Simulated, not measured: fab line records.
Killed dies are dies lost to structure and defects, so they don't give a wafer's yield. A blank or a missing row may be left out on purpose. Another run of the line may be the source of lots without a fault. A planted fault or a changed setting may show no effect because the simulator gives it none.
Which tool is to blame? :: flow sky130 :: 13 lots with 39 wafers sampled at 4 steps, on a route of 708 steps

WHAT THE GAUGES SHOWED, per wafer
SKY_NWELL_OVL_MEAS_23.
lot: L615
measured: day 5 09:11
on: overlay-01
NWELL_01_OVL (nm): 0.3 0.8 -0.9

lot: L616
measured: day 5 15:32
on: overlay-01
NWELL_01_OVL (nm): 0.4 -0.6 0.5

lot: L619
measured: day 6 07:41
on: overlay-02
NWELL_01_OVL (nm): -0.2 -1.1 -3.6

lot: L620
measured: day 6 13:42
on: overlay-01
NWELL_01_OVL (nm): -0.4 -2.1 -0.9

lot: L622
measured: day 7 08:17
on: overlay-01
NWELL_01_OVL (nm): -0.4 -2.3 -1.9

lot: L623
measured: day 7 08:35
on: overlay-02
NWELL_01_OVL (nm): 0.5 1.6 0.7

lot: L627
measured: day 8 12:16
on: overlay-01
NWELL_01_OVL (nm): -0.2 0.6 0.4

lot: L631
measured: day 9 09:26
on: overlay-01
NWELL_01_OVL (nm): -0.6 1.7 -0.7

lot: L632
measured: day 9 14:33
on: overlay-01
NWELL_01_OVL (nm): -0.4 -1.8 -0.2

lot: L634
measured: day 10 06:52
on: overlay-01
NWELL_01_OVL (nm): -0.3 0.7 -0.4

lot: L636
measured: day 10 20:05
on: overlay-02
NWELL_01_OVL (nm): -0.8 1.1 -0.2

lot: L635
measured: day 10 21:20
on: overlay-01
NWELL_01_OVL (nm): -1.2 0.6 1.3

lot: L638
measured: day 11 05:55
on: overlay-01
NWELL_01_OVL (nm): -1.5 -1.7 -3.3

SKY_VT_ADJUST_HVTR_OVL_MEAS_08.
lot: L615
measured: day 9 11:34
on: overlay-01
VT_ADJUST_HVTR_OVL (nm): 0.5 2.9 -0.4

lot: L616
measured: day 9 19:25
on: overlay-02
VT_ADJUST_HVTR_OVL (nm): 0.3 -0.6 -1.0

lot: L619
measured: day 10 14:27
on: overlay-01
VT_ADJUST_HVTR_OVL (nm): -1.6 0.0 -0.8

lot: L620
measured: day 10 23:53
on: overlay-02
VT_ADJUST_HVTR_OVL (nm): -0.8 -1.7 -1.4

lot: L622
measured: day 11 22:22
on: overlay-02
VT_ADJUST_HVTR_OVL (nm): -2.1 -2.6 -1.8

lot: L623
measured: day 11 23:34
on: overlay-02
VT_ADJUST_HVTR_OVL (nm): -0.6 -1.4 -1.0

lot: L627
measured: day 13 09:01
on: overlay-01
VT_ADJUST_HVTR_OVL (nm): -1.4 -1.3 -0.5

lot: L631
measured: day 14 10:45
on: overlay-02
VT_ADJUST_HVTR_OVL (nm): -1.4 -1.3 -1.1

lot: L632
measured: day 14 16:07
on: overlay-02
VT_ADJUST_HVTR_OVL (nm): -1.5 -2.4 0.3

lot: L634
measured: day 15 12:48
on: overlay-02
VT_ADJUST_HVTR_OVL (nm): -2.8 -2.1 -1.3

lot: L636
measured: day 16 03:48
on: overlay-02
VT_ADJUST_HVTR_OVL (nm): -2.2 -1.8 -0.8

lot: L635
measured: day 16 05:09
on: overlay-01
VT_ADJUST_HVTR_OVL (nm): -1.8 -1.2 -0.3

lot: L638
measured: day 16 15:28
on: overlay-01
VT_ADJUST_HVTR_OVL (nm): 2.2 -0.5 -0.5

SKY_VT_ADJUST_HVTR_TW_MEAS_11.
lot: L615
measured: day 9 11:52
on: film_metro-04
VT_ADJUST_HVTR_TW: 211 211 211

lot: L616
measured: day 9 19:43
on: film_metro-04
VT_ADJUST_HVTR_TW: 213 211 212

lot: L619
measured: day 10 15:07
on: film_metro-03
VT_ADJUST_HVTR_TW: 261 262 262

lot: L620
measured: day 11 00:11
on: film_metro-01
VT_ADJUST_HVTR_TW: 206 206 206

lot: L622
measured: day 11 22:40
on: film_metro-01
VT_ADJUST_HVTR_TW: 204 206 205

lot: L623
measured: day 11 23:52
on: film_metro-01
VT_ADJUST_HVTR_TW: 205 206 205

lot: L627
measured: day 13 09:37
on: film_metro-04
VT_ADJUST_HVTR_TW: 257 258 257

lot: L631
measured: day 14 11:02
on: film_metro-04
VT_ADJUST_HVTR_TW: 213 212 212

lot: L632
measured: day 14 16:24
on: film_metro-01
VT_ADJUST_HVTR_TW: 205 207 206

lot: L634
measured: day 15 13:05
on: film_metro-01
VT_ADJUST_HVTR_TW: 204 205 205

lot: L636
measured: day 16 04:05
on: film_metro-01
VT_ADJUST_HVTR_TW: 207 205 206

lot: L635
measured: day 16 05:26
on: film_metro-04
VT_ADJUST_HVTR_TW: 211 210 210

lot: L638
measured: day 16 15:45
on: film_metro-03
VT_ADJUST_HVTR_TW: 215 215 214

WHAT TOOL EACH LOT RAN ON (gives the tool, then ch and the chambers of the sampled wafers, and finally the start)
lot: L615
SKY_VT_ADJUST_HVTR_IMPLANT_09: implanter-03 ch 0, day 9 11:37

lot: L616
SKY_VT_ADJUST_HVTR_IMPLANT_09: implanter-01 ch 0, day 9 19:28

lot: L619
SKY_VT_ADJUST_HVTR_IMPLANT_09: implanter-01 ch 0, day 10 14:29

lot: L620
SKY_VT_ADJUST_HVTR_IMPLANT_09: implanter-01 ch 0, day 10 23:58

lot: L622
SKY_VT_ADJUST_HVTR_IMPLANT_09: implanter-04 ch 0, day 11 22:25

lot: L623
SKY_VT_ADJUST_HVTR_IMPLANT_09: implanter-04 ch 0, day 11 23:37

lot: L627
SKY_VT_ADJUST_HVTR_IMPLANT_09: implanter-04 ch 0, day 13 09:05

lot: L631
SKY_VT_ADJUST_HVTR_IMPLANT_09: implanter-03 ch 0, day 14 10:47

lot: L632
SKY_VT_ADJUST_HVTR_IMPLANT_09: implanter-04 ch 0, day 14 16:11

lot: L634
SKY_VT_ADJUST_HVTR_IMPLANT_09: implanter-03 ch 0, day 15 12:52

lot: L636
SKY_VT_ADJUST_HVTR_IMPLANT_09: implanter-03 ch 0, day 16 03:52

lot: L635
SKY_VT_ADJUST_HVTR_IMPLANT_09: implanter-01 ch 0, day 16 05:11

lot: L638
SKY_VT_ADJUST_HVTR_IMPLANT_09: implanter-01 ch 0, day 16 15:32
- SKY_VT_ADJUST_HVTR_IMPLANT_09

WHAT THE TOOLS THEMSELVES READ (means of the sampled wafers that have a number; where no wafer has one, the mark that the record gives instead)
The record holds no such reading with a usual standard deviation.

THE ANSWER, worked out from the rows above alone
Rule: the usual values come from the lots themselves. The widest of any qualifying gaps counts: lots, ordered by their means at a reading, are off when they make up no more than a third of the lots, leave a main group of 4 or more, and stand apart from it by 3 or more times the standard deviation of that group's means. If all means in a main group match to the digits the tables above print for the reading, that group is not used. A lot without any number at a reading at which 4 lots or more have one is off too. Where the step has rows for the other lots, those lots are counted as sound. After the gauges, taken in route order, come the tools' own readings; for these a lot's mean is taken, as printed above. At the first step where some lot is off, the reading lying furthest off is the one used; lots without a number count as furthest.
Off: L619, L627, at SKY_VT_ADJUST_HVTR_TW_MEAS_11 (VT_ADJUST_HVTR_TW). For the main group the mean is 208 and the standard deviation 3.4.
If a tool, at a process step before that reading, ran all the lots that are off and no sound lot after the first of them, it fits. Gauges at SKY_VT_ADJUST_HVTR_TW_MEAS_11: tried the same way as those tools. Not one of the candidates tried fits.

WHAT THE SIMULATOR PUT IN
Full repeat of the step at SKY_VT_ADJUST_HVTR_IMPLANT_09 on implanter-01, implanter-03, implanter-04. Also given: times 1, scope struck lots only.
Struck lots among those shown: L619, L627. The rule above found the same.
